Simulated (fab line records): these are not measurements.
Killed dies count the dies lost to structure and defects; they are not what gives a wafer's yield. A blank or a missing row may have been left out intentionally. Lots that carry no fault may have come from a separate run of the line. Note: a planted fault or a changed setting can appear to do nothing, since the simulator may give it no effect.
Comparing a struck lot with a sound one | flow gf180mcu | 29 out of 602 route steps
Sound: wafers L984.2, L984.5, L984.6. The struck wafers were L998.1, L998.4, L998.6. The cause comes at the end.
For every step that has rows: the tool of each side, followed by ch and its chambers, followed by its first start. Under that, the readings that differ: sound wafers | struck wafers | difference of the means | sigmas: that difference in standard deviations of wafers without a fault.
alike: words and numbers the same on both sides, and readings whose means are apart by under 2 such deviations; not compared: readings that were withheld, readings missing a value for some wafer, numbers with overlapping values and no deviation given by the record, and bounds like >300 which may hide the same value.
Wherever a step has rows on one side only, a row that says differs or no value, or a row with sigmas, the two part there. Non-overlapping numbers with no deviation appear without sigmas and do not part them. Lack of a reading on every wafer of one side parts them only where that side has two or more wafers.

GF_STI_BOW_MEAS_00:
  sound: filmMetro-02 at day 2 01:01; struck: filmMetro-01 at day 4 23:00
  alike: INCOMING_BOW
then, 1 step without rows for these wafers: GF_STI_OXIDATION_01 (stabilise 600 s, purge 300 s, target thk 10 nm).
GF_STI_THK_MEAS_02:
  sound: filmMetro-03 at day 2 03:00; struck: filmMetro-02 at day 5 00:53
  alike: STI_OXIDATION_THK
GF_STI_CVD_03: deposits Si3N4 from DCS/NH3, target thk 207.16 nm, time 3551 s.
  sound on lpcvd-01 ch 0, day 2 03:03; struck on lpcvd-02 ch 1, day 5 00:56
reading                              | sound             | struck            | difference | sigmas
spikeTcCentreC (C)                   | 768.5 767.0 769.6 | 779.7 780.8 781.2 | +12.2      | +11
zonePowerCentrePct (%)               | 11.8 11.9 12.1    | 17.1 17.4 17.2    | +5.3       | +5
model.Si3N4_of_STI_CVD_03.thkNm (nm) | 207.5 206.8 206.5 | 211.9 218.1 224.7 | +11.3      | 
GF_STI_THK_MEAS_04:
  sound: filmMetro-02 at day 2 06:02; struck: filmMetro-03 at day 5 03:55
reading             | sound             | struck            | difference | sigmas
STI_CVD_03_THK (nm) | 207.2 206.8 206.7 | 211.7 218.1 224.7 | +11.3      | +5
then, 7 steps without rows for these wafers: GF_STI_DEHYDRATE_05 (time 60 s); GF_STI_HMDS_06 (prime time 60 s); GF_STI_COAT_07 (resist thk 700 nm); GF_STI_SOFTBAKE_08 (time 60 s); GF_STI_EXPOSE_09 (exposes mask COMP, target cd 220 nm); GF_STI_PEB_10 (peb time 90 s); GF_STI_DEVELOP_11 (develop time 60 s).
GF_STI_CD_MEAS_12 targets a cd of 220 nm.
  sound: cdSem-02 at day 2 17:35; struck: cdSem-02 at day 5 18:07
  alike: cdNm
GF_STI_ETCH_13: etches the open film in CHF3/O2, stops on Si, target depth 282.31 nm, time 112.9 s.
  sound on rieDiel-03 ch 0,1,2, day 2 17:41; struck on rieDiel-03 ch 0,2, day 5 18:14
reading                 | sound             | struck            | difference | sigmas
oesProductAu (a.u.)     | 0.837 0.835 0.831 | 0.837 0.859 0.873 | +0.022     | +3
model.etch.depthNm (nm) | 207.5 206.8 206.5 | 211.9 218.1 224.7 | +11.3      | 
  alike: drypumpMotorCurrentA, throttleValvePct
  not compared: rfHoursCounterH
GF_STI_ETCH_14: etches Si in HBr/Cl2/O2, target depth 360 nm, time 102.9 s.
  sound on rieSi-01 ch 0,3, day 2 17:46; struck on rieSi-01 ch 1,2, day 5 18:19
  alike: drypumpMotorCurrentA, oesProductAu, throttleValvePct
  not compared: rfHoursCounterH
GF_STI_STRIP_15: strips in O2/N2.
  sound on plasmaAsher-02 ch 0,1, day 2 17:50; struck on plasmaAsher-03 ch 0,1, day 5 18:23
  alike: drypumpMotorCurrentA, heaterPowerW, oesProductAu, stripTimeToEndpointS
  not compared: rfHoursCounterH
then, 6 steps without rows for these wafers: GF_STI_CLEAN_16 (cleans in dHF, time 25 s); GF_STI_WET_ETCH_17 (etches Si3N4 in H3PO4, target depth 45 nm, time 514 s); GF_STI_CLEAN_18 (cleans in SC1/SC2, time 150 s); GF_STI_CLEAN_19 (cleans in dHF, time 20 s); GF_STI_WET_ETCH_20 (etches SiO2 in dHF, target depth 20 nm, time 400 s); GF_STI_OXIDATION_21 (stabilise 600 s, purge 300 s, target thk 15 nm).
GF_STI_THK_MEAS_22:
  sound: filmMetro-03 at day 2 19:28; struck: filmMetro-02 at day 5 19:59
  alike: STI_OXIDATION_01_THK
then, 1 step without rows for these wafers: GF_STI_CVD_23 (deposits SiO2, target thk 650 nm, time 108.3 s).
GF_STI_THK_MEAS_24:
  sound: filmMetro-01 at day 2 19:36; struck: filmMetro-01 at day 5 20:07
reading             | sound       | struck      | difference | sigmas
STI_CVD_23_THK (nm) | 650 667 666 | 647 647 641 | -16        | -2
GF_STI_CMP_25: polishes, stops on Si3N4, t overpolish 33 s, target thk 524.6 nm.
  sound on cmp-01 ch 1,2,3, day 2 19:48; struck on cmp-02 ch 1,2,3, day 5 20:14
  alike: motorCurrentA
GF_STI_WET_ETCH_26: etches SiO2 in dHF, target depth 94 nm, time 188 s.
  sound on wetBench-03 ch 0, day 2 19:57; struck on wetBench-04 ch 0, day 5 20:29
reading                              | sound           | struck          | difference | sigmas
model.Si3N4_of_STI_CVD_03.thkNm (nm) | 151.6 151 150.8 | 155.7 162 168.6 | +11.0      | 
then, 1 step without rows for these wafers: GF_STI_WET_ETCH_27 (etches Si3N4 in H3PO4, target depth 160 nm, time 1825 s).
-- the record jumps here: 28 days lie between the struck wafers' starts before and after (it left off in module STI and takes up again in module PASSIVATION, whose first step shown is number 602 of the route) --
GF_PASSIVATION_PROBE_99:
  only the struck wafers here have rows in the record (prober-01, day 33 19:59); the sound ones have none

## WHERE THEY PART
First at GF_STI_CVD_03; last, within this record, at GF_PASSIVATION_PROBE_99.

WHY: what the simulator had put in
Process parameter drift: lpcvd-02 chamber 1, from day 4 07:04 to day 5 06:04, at GF_STI_CVD_03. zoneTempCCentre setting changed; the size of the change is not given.
